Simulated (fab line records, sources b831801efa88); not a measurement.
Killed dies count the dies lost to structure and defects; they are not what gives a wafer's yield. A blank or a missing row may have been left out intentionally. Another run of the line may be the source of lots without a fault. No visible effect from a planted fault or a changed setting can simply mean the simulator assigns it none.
fab line records | flow gf180mcu
record: lots: 8 wafers: 24 last-day: 30
route steps=602 shown HV_LDD@222 PSD@255
lots that met no fault: from a run of the same line without faults
start-h: the number of hours between the record's first day and the start of the first shown wafer of the lot | wait-h: hours elapsed since this lot's preceding step | " same as the row above | L1.1+2: a single row standing in for several wafers | - no value present, or no start provided | * or withheld: withheld | < > ~ a bound
route shown NAME@n: names a module that has steps shown in the file, with the first one's number in the route | usual: mean/standard deviation taken from wafers without a fault | same: alike in all rows | chamber/n: place in a boat | sites: per-site readings | _std_site: their standard deviation | _edge_site: outer sites' mean less inner sites' | radius-mm: how far each site lies from the wafer's centre | mask NAME#n: copy n | behind: tool/chamber where the wafer was last shaped | hold: what put the lot on hold/how long, in hours/how the hold closed | device: whichever transistor did not switch (one of n, p or np) | end of line: tests run on the same wafers once the route is complete | for a step that has no rows: nothing shown but its recipe | killed: dies that structure and defects cost at the first sort, which is not the same as the wafer's yield | map: a wafer's dies, marking killed ones x, the rest . and places with no die _
set.NAME: the run value of the setting; set.NAME@STEP: its run value at that earlier step | model.NAME: the simulator's own value behind a step, which no gauge read
a sample of lots followed through the steps of the route, with each step as a table and each wafer as a row
services: when a tool's chamber went out of use (start-h, in hours from the record's first day, below 0 if earlier), for how many hours, and the reason
== steps ==
step: GF_HV_LDD_CD_MEAS_46
recipe: target-cd-nm: 400
usual: cd-nm: 396.9/2.3
columns lot.wafer tool chamber start-h wait-h cd-nm
L265.1 cd-sem-02 - 276.89 0.1 390.5
L265.5 " - " " 393.5
L265.6 " - " " 391.7
L266.1 cd-sem-01 - 280.60 0.1 398.7
L266.3 " - " " 398.2
L266.5 " - " " 396.9
L267.1 cd-sem-02 - 287.95 0.1 400.4
L267.2 " - " " 400.2
L267.6 " - " " 398.7
L268.1 cd-sem-02 - 297.27 0.1 397.7
L268.2 " - " " 397.7
L268.4 " - " " 397.2
L269.2 cd-sem-02 - 305.81 0.1 400.4
L269.5 " - " " 396.3
L269.6 " - " " 398.7
L270.1 cd-sem-02 - 313.74 0.1 396.8
L270.4 " - " " 396.6
L270.6 " - " " 397.7
L271.2 cd-sem-02 - 318.47 0.1 395.0
L271.5 " - " " 396.7
L271.6 " - " " 395.4
L272.1 cd-sem-01 - 326.99 0.1 397.7
L272.3 " - " " 395.7
L272.4 " - " " 395.4
step: GF_HV_LDD_THK_MEAS_55
recipe: reads: SiO2_of_HV_LDD_CVD_54
usual: HV_LDD_CVD_54_THK: 10.00/0.14
columns lot.wafer tool chamber start-h wait-h HV_LDD_CVD_54_THK[nm]
L265.1 film-metro-02 - 278.62 0.0 10.04
L265.5 " - " " 10.03
L265.6 " - " " 10.11
L266.1 film-metro-01 - 282.32 0.0 10.04
L266.3 " - " " 10.09
L266.5 " - " " 10.03
L267.1 film-metro-02 - 289.67 0.0 10.02
L267.2 " - " " 10.09
L267.6 " - " " 10.32
L268.1 film-metro-03 - 300.91 0.0 10.00
L268.2 " - " " 10.10
L268.4 " - " " 10.03
L269.2 film-metro-01 - 307.52 0.0 9.91
L269.5 " - " " 9.94
L269.6 " - " " 9.92
L270.1 film-metro-03 - 315.46 0.0 10.06
L270.4 " - " " 9.94
L270.6 " - " " 10.13
L271.2 film-metro-02 - 320.18 0.0 10.11
L271.5 " - " " 10.07
L271.6 " - " " 10.13
L272.1 film-metro-03 - 328.71 0.0 10.19
L272.3 " - " " 10.21
L272.4 " - " " 10.27
step: GF_PSD_CD_MEAS_07
recipe: target-cd-nm: 400
usual: cd-nm: 400.0/1.8
columns lot.wafer tool chamber start-h wait-h cd-nm
L265.1 cd-sem-02 - 320.32 0.1 398.8
L265.5 " - " " 398.4
L265.6 " - " " 397.9
L266.1 cd-sem-02 - 324.94 0.1 402.4
L266.3 " - " " 401.5
L266.5 " - " " 403.2
L267.1 cd-sem-02 - 331.79 0.1 401.7
L267.2 " - " " 401.1
L267.6 " - " " 400.2
L268.1 cd-sem-01 - 344.62 0.1 402.4
L268.2 " - " " 400.3
L268.4 " - " " 401.6
L269.2 cd-sem-02 - 350.11 0.1 400.0
L269.5 " - " " 400.7
L269.6 " - " " 400.8
L270.1 cd-sem-01 - 358.87 0.1 399.5
L270.4 " - " " 399.9
L270.6 " - " " 399.8
L271.2 cd-sem-02 - 364.94 0.1 405.2
L271.5 " - " " 404.7
L271.6 " - " " 405.5
L272.1 cd-sem-01 - 373.85 0.1 398.2
L272.3 " - " " 400.3
L272.4 " - " " 399.6
step: GF_PSD_IMPLANT_09
recipe: species: BF2 energy-kev: 40 dose-cm2: 1.5e+15 tilt-deg: 7
usual: faraday-current-uA: 8235/180 implant-ion-amu: 49/0
columns lot.wafer tool chamber start-h wait-h faraday-current-uA implant-ion-amu
L265.1 implanter-04 0 320.48 0.0 8319 49
L265.5 " 0 " " 7869 49
L265.6 " 0 " " 8271 49
L266.1 implanter-02 0 325.10 0.0 8198 49
L266.3 " 0 " " 8341 49
L266.5 " 0 " " 7980 49
L267.1 implanter-04 0 331.95 0.0 8356 49
L267.2 " 0 " " 8411 49
L267.6 " 0 " " 8326 49
L268.1 implanter-02 0 344.78 0.0 8251 49
L268.2 " 0 " " 8161 49
L268.4 " 0 " " 8333 49
L269.2 implanter-04 0 350.27 0.0 8231 75
L269.5 " 0 " " 8043 75
L269.6 " 0 " " 8240 75
L270.1 implanter-04 0 359.03 0.0 8329 75
L270.4 " 0 " " 8274 75
L270.6 " 0 " " 8220 75
L271.2 implanter-04 0 365.10 0.0 8248 75
L271.5 " 0 " " 8617 75
L271.6 " 0 " " 8320 75
L272.1 implanter-02 0 374.01 0.0 8335 75
L272.3 " 0 " " 7772 75
L272.4 " 0 " " 8172 75
step: GF_PSD_TW_MEAS_11
usual: PSD_TW: 3194/28
columns lot.wafer tool chamber start-h wait-h PSD_TW
L265.1 film-metro-03 - 320.73 0.1 3155
L265.5 " - " " 3154
L265.6 " - " " 3150
L266.1 film-metro-04 - 325.35 0.1 3255
L266.3 " - " " 3231
L266.5 " - " " 3229
L267.1 film-metro-03 - 332.20 0.1 3164
L267.2 " - " " 3148
L267.6 " - " " 3162
L268.1 film-metro-04 - 345.03 0.1 3230
L268.2 " - " " 3203
L268.4 " - " " 3218
L269.2 film-metro-04 - 350.51 0.1 3708
L269.5 " - " " 3699
L269.6 " - " " 3709
L270.1 film-metro-02 - 359.28 0.1 3705
L270.4 " - " " 3703
L270.6 " - " " 3707
L271.2 film-metro-04 - 365.34 0.1 3718
L271.5 " - " " 3717
L271.6 " - " " 3686
L272.1 film-metro-03 - 374.26 0.1 3665
L272.3 " - " " 3637
L272.4 " - " " 3658
step: GF_PSD_RS_MEAS_15
recipe: thk-meas-gauge: four-point-probe
usual: PSD_RS: 108.54/0.24
columns lot.wafer tool chamber start-h wait-h PSD_RS[ohm/sq]
L265.1 film-metro-03 - 321.05 0.1 108.69
L265.5 " - " " 108.30
L265.6 " - " " 108.28
L266.1 film-metro-03 - 325.66 0.1 108.71
L266.3 " - " " 108.76
L266.5 " - " " 108.63
L267.1 film-metro-04 - 332.51 0.1 108.69
L267.2 " - " " 108.46
L267.6 " - " " 108.58
L268.1 film-metro-04 - 345.34 0.1 108.52
L268.2 " - " " 108.53
L268.4 " - " " 108.48
L269.2 film-metro-03 - 350.83 0.1 52.20
L269.5 " - " " 52.29
L269.6 " - " " 52.20
L270.1 film-metro-03 - 359.59 0.1 52.25
L270.4 " - " " 52.01
L270.6 " - " " 52.04
L271.2 film-metro-03 - 365.66 0.1 52.17
L271.5 " - " " 52.10
L271.6 " - " " 52.09
L272.1 film-metro-02 - 374.58 0.1 52.43
L272.3 " - " " 52.31
L272.4 " - " " 52.34
== services ==
columns tool chamber start-h hours kind
implanter-04 - 333.10 6.6 repair
== key ==
first-sign: step: GF_PSD_IMPLANT_09 reading: implant-ion-amu direction: up sigmas: 99+ usual: 49 struck: 75
effect: step: GF_PSD_TW_MEAS_11 reading: PSD_TW direction: up sigmas: 18 usual: 3194 struck: 3693
effect: step: GF_PSD_RS_MEAS_15 reading: PSD_RS direction: down sigmas: 99+ usual: 108.54 struck: 52.20
met-at GF_PSD_IMPLANT_09
struck-lots L269,L270,L271,L272
rows-end L269.2,L269.5,L269.6,L271.2,L271.5,L271.6,L272.1,L272.3,L272.4
sort-left-out L270.1,L270.4,L270.6
tester-left-out L270
not-acting-at GF_HV_LDD_CD_MEAS_46,GF_HV_LDD_THK_MEAS_55,GF_PSD_CD_MEAS_07
onset-between 344.78 350.27
fault: kind: wrong-recipe-download tool: implanter-02,implanter-03,implanter-04 chamber: - onset-h: 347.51 steps: GF_PSD_IMPLANT_09 wrong-recipe.not-listed: 1
tester-left-out: of these lots the tester's yield and bins aren't shown, on N5 and GAA mostly nor the transistor test; their killed dies are dies lost to structure and defects alone, not to doping, threshold or leakage, so they don't give the yield
sort-left-out: the simulated sort isn't trusted on such a fault, so these wafers' sort isn't shown, and their yield isn't known
rows-end: these wafers met a further fault down the route, and their rows from its step on are left out
